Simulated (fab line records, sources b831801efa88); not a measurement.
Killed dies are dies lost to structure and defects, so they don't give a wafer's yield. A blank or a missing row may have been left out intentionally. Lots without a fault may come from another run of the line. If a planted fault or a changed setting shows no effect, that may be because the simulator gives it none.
A single fault, viewed from 2 desks + flow gf180mcu + each desk has only its own numbers; what lay behind them comes last

## DESK OF THE TOOL OWNER: rtp anneal-02
Per lot that ran on this tool, the mean of the sampled wafers carrying a number, from the tool's own readings at GF_SALICIDE_RTA_06 (time 30 s). A lot is out of limits, marked OUT, if its mean lies more than 4 standard deviations from the usual mean; the brackets give that distance.
Columns: A = lamp power pct at GF_SALICIDE_RTA_06, usual 6.8 %; B = wafer_temp_C_max at GF_SALICIDE_RTA_06, usual 531.5
| lot  | first seen here | A   | B                       |
|------|-----------------|-----|-------------------------|
| L974 | day 17 01:22    | 7.1 | 531.5                   |
| L976 | day 17 19:15    | 7.1 | 531.2                   |
| L977 | day 18 07:47    | 7.1 | 531.4                   |
| L978 | day 18 14:06    | 5.2 | 460.6 (-99 or more) OUT |
| L980 | day 19 09:50    | 5.2 | 461.2 (-99 or more) OUT |
| L989 | day 22 13:08    | 7.1 | 531.0                   |
| L990 | day 22 23:59    | 7.1 | 531.9                   |
| L991 | day 23 02:20    | 7.1 | 531.4                   |
| L992 | day 23 07:26    | 7.1 | 531.3                   |
This desk finds L978, L980 out of limits, L978 being first, at day 18 14:06 (wafer_temp_C_max at GF_SALICIDE_RTA_06). Within limits: L974, L976, L977, L989, L990, L991, L992.

## METROLOGY DESK
What the gauges read, lot by lot, whatever tool the lot ran on: means of the sampled wafers that have a number. A lot is out of limits, marked OUT, if its mean lies more than 4 standard deviations from the usual mean; the brackets give that distance.
Columns: A = M2_OVL at GF_M2_OVL_MEAS_15, usual 1 nm
| lot  | first seen here | A  |
|------|-----------------|----|
| L969 | day 19 08:01    | 2  |
| L974 | day 21 05:45    | 8  |
| L976 | day 22 00:54    | 1  |
| L977 | day 22 14:29    | -6 |
| L978 | day 22 20:32    | -2 |
| L979 | day 23 04:51    | 10 |
| L980 | day 23 14:34    | 6  |
| L986 | day 25 10:38    | -5 |
| L987 | day 25 17:37    | -4 |
| L988 | day 26 02:23    | -8 |
| L989 | day 26 10:24    | 4  |
| L990 | day 26 20:54    | 5  |
| L991 | day 26 21:37    | 6  |
| L992 | day 27 02:43    | 4  |
This desk's finding: nothing out of limits on any of the 14 lots.

## PUT TOGETHER
An alarm could have come from the tool owner's desk at day 18 14:06, on L978, L980.
At the metrology desk, nothing out of limits was observed.
The metrology desk has L978, L980 on record, within its limits.
Of the lots named, all ran GF_SALICIDE_RTA_06 on rtp anneal-02.

## WHAT THE SIMULATOR HAD INSERTED
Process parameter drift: rtp anneal-02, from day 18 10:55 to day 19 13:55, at GF_SALICIDE_RTA_06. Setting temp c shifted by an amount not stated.
Shown lots that were struck: L978, L980.
Delay in hours, fault start to first out-of-limits reading, by desk: the tool owner's desk at 3.
